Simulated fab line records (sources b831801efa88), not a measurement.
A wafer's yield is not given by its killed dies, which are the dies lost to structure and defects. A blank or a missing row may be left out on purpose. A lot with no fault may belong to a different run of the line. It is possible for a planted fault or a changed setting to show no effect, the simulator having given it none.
fab line records ; flow sky130
[record] lots = 13; wafers = 39; last-day = 50
route steps=708 shown NWELL@67 METAL4@633 VIA4@641 METAL5@665 PAD_OPEN@708
lots untouched by any fault: they come from a run of this same line in which no faults occurred
start-h: hours from the record's first day to the start of the lot's first wafer shown ; wait-h: how many hours have passed since the lot's step before this one ; " unchanged from the row above ; L1.1+2: several wafers, shown together as one row ; - either no value or no given start ; * or withheld: withheld ; < > ~ a bound
route shown NAME@n: a module of which the file shows steps, and the number in the route of the first ; usual: the fault-free wafers' mean and standard deviation ; same: alike in all rows ; chamber/n: place in a boat ; sites: each site's reading ; _std_site: standard deviation across them ; _edge_site: inner sites' mean taken away from outer sites' mean ; radius-mm: for every site, how far away it sits from the centre of the wafer ; mask NAME#n: copy n ; behind: the most recent tool/chamber to have shaped the wafer ; hold: why the lot went on hold/how many hours it stayed there/how the hold came to an end ; device: which transistor (n, p or np) failed to switch ; end of line: at the end of the route, the tests of the same wafers ; a step without rows: its recipe alone ; killed: the dies lost at the first sort to structure and to defects; this is not the yield of the wafer ; map: a wafer's dies, marking killed ones x, the rest . and places with no die _
set.NAME: the setting as run; set.NAME@STEP: as run at that earlier step ; model.NAME: the simulator's own value behind a step, which no gauge read
steps of the route over a sample of lots; a table a step, a row a wafer
services: the hour from which a tool's chamber was out of use, counted from the record's first day as start-h (under 0 if before that day), plus the number of hours and why
[[steps]]
[step SKY_NWELL_STRIP_14]
[recipe] chemistry = O2/N2; power-w = 1400; pressure-mtorr = 1500; platen-temp-c = withheld; o2-flow-sccm = 3000; n2-flow-sccm = 300; overash-fraction = 0.5
[usual] drypump-motor-current-A = 6.0/0.4; oes-product-au = 0.722/0.0043; strip-time-to-endpoint-s = 36.93/0.096
lot.wafer;tool;chamber;start-h;wait-h;drypump-motor-current-A;oes-product-au;rf-hours-counter-h;strip-time-to-endpoint-s
L228.4;plasma-asher-02;0;83.36;0.1;5.6;0.718;-;36.85
L228.5;plasma-asher-02;0;83.36;0.1;5.6;0.721;-;36.85
L228.6;plasma-asher-02;1;83.36;0.1;6.0;0.727;-;36.90
L229.2;plasma-asher-01;0;89.16;0.1;6.3;0.721;40;36.83
L229.5;plasma-asher-01;1;89.16;0.1;6.5;0.728;-;36.82
L229.6;plasma-asher-01;0;89.16;0.1;6.2;0.719;-;36.82
L230.1;plasma-asher-01;0;96.69;0.1;6.2;0.720;41;36.89
L230.5;plasma-asher-01;1;96.69;0.1;6.5;0.724;-;36.91
L230.6;plasma-asher-01;0;96.69;0.1;6.3;0.728;-;36.96
L231.2;plasma-asher-01;1;103.32;0.1;6.5;0.722;41;36.99
L231.4;plasma-asher-01;0;103.32;0.1;6.3;0.718;-;37.05
L231.5;plasma-asher-01;1;103.32;0.1;6.5;0.727;-;37.01
L232.1;plasma-asher-02;0;110.21;0.1;5.6;0.723;42;36.96
L232.3;plasma-asher-02;0;110.21;0.1;5.6;0.726;-;36.91
L232.5;plasma-asher-02;1;110.21;0.1;6.0;0.720;-;36.94
L233.2;plasma-asher-04;0;111.86;0.1;5.2;0.725;43;36.79
L233.3;plasma-asher-04;0;111.86;0.1;5.3;0.726;-;36.80
L233.4;plasma-asher-04;1;111.86;0.1;6.0;0.726;-;36.78
L234.1;plasma-asher-02;1;115.64;0.1;6.0;0.721;42;36.93
L234.5;plasma-asher-02;0;115.64;0.1;5.6;0.729;-;36.78
L234.6;plasma-asher-02;1;115.64;0.1;6.0;0.726;-;36.91
L238.2;plasma-asher-01;0;143.72;0.1;6.3;0.724;3;36.82
L238.4;plasma-asher-01;1;143.72;0.1;6.5;0.718;-;36.88
L238.5;plasma-asher-01;0;143.72;0.1;6.2;0.713;-;36.87
L241.2;plasma-asher-01;1;161.02;0.1;6.5;0.713;5;37.10
L241.3;plasma-asher-01;0;161.02;0.1;6.3;0.726;-;37.11
L241.4;plasma-asher-01;1;161.02;0.1;6.5;0.726;-;36.98
L244.1;plasma-asher-02;1;177.95;0.1;6.0;0.721;45;36.91
L244.2;plasma-asher-02;0;177.95;0.1;5.6;0.716;45;36.87
L244.3;plasma-asher-02;1;177.95;0.1;6.0;0.726;-;36.86
L246.3;plasma-asher-04;1;193.21;0.1;6.0;0.720;-;37.04
L246.4;plasma-asher-04;0;193.21;0.1;5.2;0.723;-;37.01
L246.5;plasma-asher-04;1;193.21;0.1;6.0;0.722;-;37.05
L250.4;plasma-asher-04;0;212.31;0.1;5.3;0.725;-;36.88
L250.5;plasma-asher-04;0;212.31;0.1;5.3;0.726;-;36.90
L250.6;plasma-asher-04;1;212.31;0.1;6.0;0.728;-;36.89
L251.2;plasma-asher-02;1;219.72;0.1;6.0;0.732;50;36.85
L251.3;plasma-asher-02;0;219.72;0.1;5.6;0.725;-;36.98
L251.5;plasma-asher-02;0;219.72;0.1;5.6;0.723;-;36.81
[step SKY_METAL4_ETCH_17]
[recipe] target = SiO2; stop-on = TiN; chemistry = C4F8/O2/Ar; source-w = 1500; bias-w = 1200; pressure-mtorr = 40; c4f8-flow-sccm = withheld; O2_flow_sccm = 6; Ar_flow_sccm = 300; time-s = 3.9; target-depth-a = 150
[usual] oes-product-au = 0.753/0.0074
lot.wafer;tool;chamber;start-h;wait-h;oes-product-au
L228.4;rie-diel-03;2;978.50;0.0;0.758
L228.5;rie-diel-03;1;978.50;0.0;0.762
L228.6;rie-diel-03;0;978.50;0.0;0.748
L229.2;rie-diel-04;3;986.95;0.1;0.748
L229.5;rie-diel-04;1;986.95;0.1;0.752
L229.6;rie-diel-04;0;986.95;0.1;0.758
L230.1;rie-diel-02;0;993.37;0.1;0.766
L230.5;rie-diel-02;2;993.37;0.1;0.768
L230.6;rie-diel-02;3;993.37;0.1;0.770
L231.2;rie-diel-02;0;1001.10;0.1;0.744
L231.4;rie-diel-02;1;1001.10;0.1;0.758
L231.5;rie-diel-02;2;1001.10;0.1;0.752
L232.1;rie-diel-04;0;1007.12;0.1;0.742
L232.3;rie-diel-04;3;1007.12;0.1;0.742
L232.5;rie-diel-04;3;1007.12;0.1;0.750
L233.2;rie-diel-04;3;1011.10;0.1;0.756
L233.3;rie-diel-04;2;1011.10;0.1;0.752
L233.4;rie-diel-04;0;1011.10;0.1;0.759
L234.1;rie-diel-02;2;1014.40;0.1;0.749
L234.5;rie-diel-02;1;1014.40;0.1;0.753
L234.6;rie-diel-02;2;1014.40;0.1;0.746
L238.2;rie-diel-02;3;1048.73;0.1;0.750
L238.4;rie-diel-02;0;1048.73;0.1;0.760
L238.5;rie-diel-02;1;1048.73;0.1;0.758
L241.2;rie-diel-02;0;1068.17;0.1;0.741
L241.3;rie-diel-02;3;1068.17;0.1;0.744
L241.4;rie-diel-02;1;1068.17;0.1;0.759
L244.1;rie-diel-03;0;1084.45;0.1;0.753
L244.2;rie-diel-03;1;1084.45;0.1;0.754
L244.3;rie-diel-03;3;1084.45;0.1;0.747
L246.3;rie-diel-02;2;1097.12;0.0;0.741
L246.4;rie-diel-02;2;1097.12;0.0;0.744
L246.5;rie-diel-02;1;1097.12;0.0;0.751
L250.4;rie-diel-02;0;1119.30;0.0;0.756
L250.5;rie-diel-02;2;1119.30;0.0;0.746
L250.6;rie-diel-02;3;1119.30;0.0;0.751
L251.2;rie-diel-04;3;1121.70;0.1;0.756
L251.3;rie-diel-04;1;1121.70;0.1;0.748
L251.5;rie-diel-04;3;1121.70;0.1;0.755
[step SKY_VIA4_CMP_02]
[recipe] material = SiO2; down-force-psi = 4; platen-rpm = 60; pad-velocity-m-s = 0.94248
[usual] edge-zone-pressure-frac = 1.000/0.0053; motor-current-A = 11.9/1.7
lot.wafer;tool;chamber;start-h;wait-h;edge-zone-pressure-frac;motor-current-A
L228.4;cmp-02;1;979.68;0.2;1.002;11.9
L228.5;cmp-02;2;979.68;0.2;1.009;14.7
L228.6;cmp-02;3;979.68;0.2;0.993;11.4
L229.2;cmp-02;1;988.13;0.2;1.002;12.0
L229.6;cmp-02;2;988.13;0.2;1.002;14.3
L229.5;cmp-02;3;988.13;0.2;0.997;11.3
L230.1;cmp-02;0;994.45;0.1;1.001;10.1
L230.5;cmp-02;3;994.45;0.1;0.996;10.7
L230.6;cmp-02;0;994.45;0.1;1.006;9.2
L231.4;cmp-02;0;1002.19;0.0;0.998;10.4
L231.2;cmp-02;3;1002.19;0.0;1.003;10.6
L231.5;cmp-02;0;1002.19;0.0;0.998;10.1
L232.3;cmp-01;0;1008.20;0.1;0.997;9.9
L232.1;cmp-01;1;1008.20;0.1;1.005;13.7
L232.5;cmp-01;0;1008.20;0.1;1.006;10.5
L233.3;cmp-02;1;1012.13;0.0;0.993;11.8
L233.2;cmp-02;2;1012.13;0.0;1.002;14.3
L233.4;cmp-02;0;1012.13;0.0;1.001;10.5
L234.1;cmp-02;1;1015.58;0.2;0.998;12.3
L234.5;cmp-02;2;1015.58;0.2;1.012;14.5
L234.6;cmp-02;3;1015.58;0.2;1.002;10.5
L238.4;cmp-02;2;1050.16;0.4;1.002;14.3
L238.2;cmp-02;3;1050.16;0.4;1.002;10.4
L238.5;cmp-02;1;1050.16;0.4;0.997;12.2
L241.4;cmp-01;3;1069.29;0.0;0.990;10.9
L241.2;cmp-01;0;1069.29;0.0;0.995;9.9
L241.3;cmp-01;1;1069.29;0.0;1.001;12.6
L244.3;cmp-01;3;1085.49;0.0;0.997;11.0
L244.1;cmp-01;0;1085.49;0.0;0.996;10.0
L244.2;cmp-01;2;1085.49;0.0;1.004;14.2
L246.3;cmp-01;1;1098.59;0.2;1.000;13.3
L246.4;cmp-01;2;1098.59;0.2;1.001;14.0
L246.5;cmp-01;1;1098.59;0.2;0.999;13.9
L250.4;cmp-01;3;1120.53;0.2;0.998;11.1
L250.6;cmp-01;0;1120.53;0.2;0.991;9.5
L250.5;cmp-01;1;1120.53;0.2;1.019;13.5
L251.2;cmp-02;3;1122.90;0.1;1.009;11.0
L251.3;cmp-02;1;1122.90;0.1;1.000;12.5
L251.5;cmp-02;2;1122.90;0.1;1.000;14.1
[step SKY_METAL5_SPUTTER_04]
[recipe] material = TiN; target-thk-nm = 70; power-w = 6500; time-s = 58.3; chamber-pressure-pa = 0.4
[usual] chamber-pressure-pa = 0.4001/0.00087; throttle-valve-pct = 29.8/0.82
lot.wafer;tool;chamber;start-h;wait-h;chamber-pressure-pa;throttle-valve-pct
L228.4;pvd-sputter-03;-;1005.44;0.0;0.4004;29.3
L228.5;pvd-sputter-03;-;1005.44;0.0;0.3999;29.8
L228.6;pvd-sputter-03;-;1005.44;0.0;0.4017;31.4
L229.2;pvd-sputter-04;-;1013.19;0.0;0.3987;30.8
L229.5;pvd-sputter-04;-;1013.19;0.0;0.4010;29.4
L229.6;pvd-sputter-04;-;1013.19;0.0;0.3988;29.8
L230.1;pvd-sputter-04;-;1019.24;0.0;0.3986;30.8
L230.5;pvd-sputter-04;-;1019.24;0.0;0.4004;29.4
L230.6;pvd-sputter-04;-;1019.24;0.0;0.4004;28.8
L231.2;pvd-sputter-04;-;1026.71;0.0;0.3991;30.6
L231.4;pvd-sputter-04;-;1026.71;0.0;0.3999;28.8
L231.5;pvd-sputter-04;-;1026.71;0.0;0.3994;29.5
L232.1;pvd-sputter-03;-;1032.53;0.0;0.3991;28.9
L232.3;pvd-sputter-03;-;1032.53;0.0;0.4024;30.1
L232.5;pvd-sputter-03;-;1032.53;0.0;0.3994;28.7
L233.2;pvd-sputter-03;-;1035.85;0.0;0.3987;30.2
L233.3;pvd-sputter-03;-;1035.85;0.0;0.3992;28.9
L233.4;pvd-sputter-03;-;1035.85;0.0;0.4010;31.1
L234.1;pvd-sputter-03;-;1039.00;0.0;0.4016;31.1
L234.5;pvd-sputter-03;-;1039.00;0.0;0.3986;29.0
L234.6;pvd-sputter-03;-;1039.00;0.0;0.4006;31.4
L238.2;pvd-sputter-01;-;1072.78;0.0;0.4004;30.3
L238.4;pvd-sputter-01;-;1072.78;0.0;0.4001;30.2
L238.5;pvd-sputter-01;-;1072.78;0.0;0.3991;28.8
L241.2;pvd-sputter-04;-;1092.30;0.0;0.4004;28.8
L241.3;pvd-sputter-04;-;1092.30;0.0;0.3994;29.7
L241.4;pvd-sputter-04;-;1092.30;0.0;0.3988;29.6
L244.1;pvd-sputter-01;-;1108.19;0.0;0.4012;28.5
L244.2;pvd-sputter-01;-;1108.19;0.0;0.4010;30.6
L244.3;pvd-sputter-01;-;1108.19;0.0;0.4006;29.4
L246.3;pvd-sputter-01;-;1120.25;0.0;0.3985;29.5
L246.4;pvd-sputter-01;-;1120.25;0.0;0.4007;28.8
L246.5;pvd-sputter-01;-;1120.25;0.0;0.4005;30.4
L250.4;pvd-sputter-01;-;1141.40;0.0;0.3988;30.1
L250.5;pvd-sputter-01;-;1141.40;0.0;0.4003;30.1
L250.6;pvd-sputter-01;-;1141.40;0.0;0.4014;28.9
L251.2;pvd-sputter-01;-;1143.33;0.0;0.4005;31.1
L251.3;pvd-sputter-01;-;1143.33;0.0;0.4000;28.5
L251.5;pvd-sputter-01;-;1143.33;0.0;0.4009;29.5
[step SKY_PAD_OPEN_PROBE_99]
[usual] killed_at_M0_to_M3 = 42/6.6; killed_at_M4_up = 3.1/1.9; killed-at-contacts = 25/5.7; killed-at-front-end = 16/5; killed-at-other = 0.2/0.38; killed-dies = 86/9.6; killed-on-rim = 16/4; killed-open = 47/7.2; killed-short = 39/6.2
[same] gross-dies = 492; killed-at-back-side = 0
lot.wafer;tool;chamber;start-h;wait-h;killed_at_M0_to_M3;killed_at_M4_up;killed-at-contacts;killed-at-front-end;killed-at-other;killed-dies;killed-on-rim;killed-open;killed-short
L228.4;prober-01;-;1074.84;0.2;42;2;21;24;0;89;19;44;45
L228.5;prober-01;-;1074.89;0.2;40;1;18;22;0;81;16;43;38
L228.6;prober-01;-;1074.94;0.2;35;2;19;18;0;74;14;38;36
L230.1;prober-01;-;1088.08;0.1;39;6;24;18;0;87;18;45;42
L230.5;prober-01;-;1088.28;0.2;43;3;17;8;1;72;18;38;33
L230.6;prober-01;-;1088.33;0.2;48;6;17;15;1;87;15;40;47
L233.2;prober-02;-;1101.79;0.1;34;3;36;18;0;91;15;52;39
L233.3;prober-02;-;1101.84;0.2;51;2;25;13;1;92;22;48;44
L233.4;prober-02;-;1101.89;0.2;44;3;36;16;0;99;20;54;45
L234.1;prober-01;-;1105.50;0.1;46;2;19;10;0;77;14;42;35
L234.5;prober-01;-;1105.70;0.2;40;8;20;16;0;84;15;34;50
L234.6;prober-01;-;1105.75;0.2;38;2;31;14;0;85;14;47;38
L238.2;prober-01;-;1136.84;0.1;46;4;17;57;0;124;20;40;37
L238.4;prober-01;-;1136.94;0.2;53;4;33;16;0;106;25;61;45
L238.5;prober-01;-;1136.99;0.2;30;1;29;61;0;121;17;41;33
L241.2;prober-02;-;1152.74;0.1;35;6;35;20;0;96;19;49;47
L241.3;prober-02;-;1152.79;0.2;32;2;23;65;0;122;16;35;37
L241.4;prober-02;-;1152.84;0.2;52;4;28;13;0;97;19;51;46
// killed by level:class
L228.4 LI_CONTACT:geometric-particle:open=9 POLY_GATE:geometric-particle:open=7 METAL1:geometric-particle:short=7 METAL2:geometric-particle:short=7 FIELD_ISO:geometric-particle:short=6 CONTACT:geometric-particle:open=6 VIA1:geometric-particle:short=6 METAL1:geometric-particle:open=4
L228.5 METAL1:geometric-particle:short=9 VIA2:geometric-particle:open=6 CONTACT:geometric-particle:open=6 VIA3:geometric-particle:open=6 POLY_GATE:geometric-particle:open=5 LOCAL_INTERCONNECT:geometric-particle:short=5 VIA3:geometric-particle:short=5 FIELD_ISO:geometric-particle:short=4
L228.6 FIELD_ISO:geometric-particle:open=7 VIA1:geometric-particle:open=7 CONTACT:geometric-particle:open=6 METAL1:geometric-particle:short=6 METAL2:geometric-particle:short=6 LI_CONTACT:geometric-particle:open=5 VIA2:geometric-particle:open=5 LOCAL_INTERCONNECT:geometric-particle:short=4
L230.1 VIA1:geometric-particle:open=11 LI_CONTACT:geometric-particle:open=8 CONTACT:geometric-particle:open=6 VIA3:geometric-particle:open=6 POLY_GATE:geometric-particle:short=5 CONTACT:geometric-particle:short=5 METAL4:geometric-particle:short=5 FIELD_ISO:geometric-particle:short=4
L230.5 CONTACT:geometric-particle:open=10 VIA1:geometric-particle:open=9 VIA1:geometric-particle:short=6 METAL2:geometric-particle:short=5 VIA2:geometric-particle:open=5 METAL3:geometric-particle:short=5 POLY_GATE:geometric-particle:open=4 VIA3:geometric-particle:open=4
L230.6 METAL2:geometric-particle:short=10 VIA1:geometric-particle:open=10 CONTACT:geometric-particle:open=6 METAL1:geometric-particle:short=6 VIA1:geometric-particle:short=6 VIA3:geometric-particle:open=5 FIELD_ISO:geometric-particle:short=4 CONTACT:geometric-particle:short=4
L233.2 CONTACT:geometric-particle:open=12 LI_CONTACT:geometric-particle:open=12 VIA1:geometric-particle:open=8 LOCAL_INTERCONNECT:geometric-particle:short=7 FIELD_ISO:geometric-particle:short=5 METAL1:geometric-particle:short=5 FIELD_ISO:geometric-particle:open=4 METAL2:geometric-particle:short=4
L233.3 VIA1:geometric-particle:open=12 LI_CONTACT:geometric-particle:open=8 POLY_GATE:geometric-particle:open=7 VIA1:geometric-particle:short=7 VIA3:geometric-particle:open=7 METAL1:geometric-particle:short=6 LOCAL_INTERCONNECT:geometric-particle:short=6 CONTACT:geometric-particle:open=6
L233.4 CONTACT:geometric-particle:open=12 LI_CONTACT:geometric-particle:open=10 VIA1:geometric-particle:open=7 LOCAL_INTERCONNECT:geometric-particle:short=7 VIA1:geometric-particle:short=6 METAL1:geometric-particle:short=6 VIA3:geometric-particle:open=6 POLY_GATE:geometric-particle:open=5
L234.1 VIA1:geometric-particle:open=14 CONTACT:geometric-particle:open=10 METAL2:geometric-particle:short=7 VIA2:geometric-particle:open=6 LI_CONTACT:geometric-particle:open=5 VIA1:geometric-particle:short=5 METAL1:geometric-particle:short=5 FIELD_ISO:geometric-particle:short=4
L234.5 FIELD_ISO:geometric-particle:short=7 CONTACT:geometric-particle:open=7 METAL1:geometric-particle:short=7 VIA1:geometric-particle:short=6 VIA1:geometric-particle:open=6 METAL2:geometric-particle:short=6 CONTACT:geometric-particle:short=5 VIA3:geometric-particle:open=5
L234.6 LI_CONTACT:geometric-particle:open=11 VIA3:geometric-particle:open=10 CONTACT:geometric-particle:short=8 METAL1:geometric-particle:short=6 VIA1:geometric-particle:open=6 METAL2:geometric-particle:short=5 VIA2:geometric-particle:open=5 LOCAL_INTERCONNECT:geometric-particle:short=4
L238.2 NWELL:unspecified=47 VIA3:geometric-particle:open=9 METAL1:geometric-particle:short=8 VIA1:geometric-particle:open=8 CONTACT:geometric-particle:short=7 CONTACT:geometric-particle:open=5 FIELD_ISO:geometric-particle:short=4 VIA1:geometric-particle:short=4
L238.4 VIA1:geometric-particle:open=17 CONTACT:geometric-particle:open=10 LI_CONTACT:geometric-particle:open=8 LOCAL_INTERCONNECT:geometric-particle:short=8 POLY_GATE:geometric-particle:open=6 METAL3:geometric-particle:short=5 METAL1:geometric-particle:short=5 VIA2:geometric-particle:open=5
L238.5 NWELL:unspecified=47 CONTACT:geometric-particle:open=11 VIA1:geometric-particle:open=9 METAL1:geometric-particle:short=8 CONTACT:geometric-particle:short=5 LOCAL_INTERCONNECT:geometric-particle:short=5 POLY_GATE:geometric-particle:short=4 VIA2:geometric-particle:open=4
L241.2 CONTACT:geometric-particle:open=12 VIA1:geometric-particle:open=8 CONTACT:geometric-particle:short=7 LI_CONTACT:geometric-particle:open=7 METAL2:geometric-particle:short=6 SONOS_ONO:geometric-particle:open=5 POLY_GATE:geometric-particle:short=5 VIA1:geometric-particle:short=5
L241.3 NWELL:unspecified=50 CONTACT:geometric-particle:short=9 METAL2:geometric-particle:short=8 LI_CONTACT:geometric-particle:open=6 CONTACT:geometric-particle:open=6 VIA1:geometric-particle:open=5 POLY_GATE:geometric-particle:short=4 VIA1:geometric-particle:short=4
L241.4 VIA1:geometric-particle:open=16 LI_CONTACT:geometric-particle:open=8 LOCAL_INTERCONNECT:geometric-particle:short=7 METAL2:geometric-particle:short=7 VIA2:geometric-particle:open=7 VIA3:geometric-particle:open=6 VIA2:geometric-particle:short=5 FIELD_ISO:geometric-particle:open=4
[[services]]
tool;chamber;start-h;hours;kind
cmp-02;-;64.00;4.0;pm
rie-diel-02;-;106.63;0.2;repair
cmp-02;-;110.13;1.9;repair
cmp-02;-;173.79;10.0;pm
cmp-02;-;186.16;13.9;pm
cmp-02;-;204.22;10.9;repair
cmp-02;-;287.28;1.1;repair
cmp-02;-;386.59;3.8;repair
cmp-02;-;402.69;2.2;repair
cmp-02;-;404.86;4.0;pm
cmp-02;-;429.10;2.4;repair
cmp-02;-;461.69;1.7;repair
cmp-02;-;510.08;0.8;repair
cmp-02;-;514.68;0.9;repair
cmp-02;-;542.49;5.7;pm
cmp-02;-;565.55;8.0;pm
cmp-02;-;711.00;5.0;repair
cmp-02;-;720.97;1.5;repair
cmp-02;-;744.86;4.0;pm
cmp-02;-;887.97;0.3;repair
cmp-02;-;911.49;7.9;pm
cmp-02;-;954.22;0.5;repair
cmp-02;-;1059.55;0.9;repair
cmp-02;-;1084.86;4.0;pm
[[key]]
[first-sign] step = SKY_PAD_OPEN_PROBE_99; reading = killed-at-front-end; direction = up; sigmas = 9.1; usual = 16; struck = 61
[effect] step = SKY_PAD_OPEN_PROBE_99; reading = killed-dies; direction = up; sigmas = 3.8; usual = 86; struck = 122
met-at SKY_NWELL_STRIP_14
struck-lots L238,L241
struck-wafers L238.2,L238.5,L241.3
tester-left-out L238,L241
not-acting-at SKY_METAL4_ETCH_17,SKY_VIA4_CMP_02,SKY_METAL5_SPUTTER_04
onset-between 103.32 143.72
[fault] kind = chamber-particle-source; tool = plasma-asher-01; chamber = 0; onset-h = 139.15; steps = SKY_NWELL_STRIP_14; rate-per-visit-cm2 = 0.60181; end-h = 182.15
// tester-left-out: of these lots the tester's yield and bins aren't shown, on N5 and GAA mostly nor the transistor test; their killed dies are dies lost to structure and defects alone, not to doping, threshold or leakage, so they don't give the yield
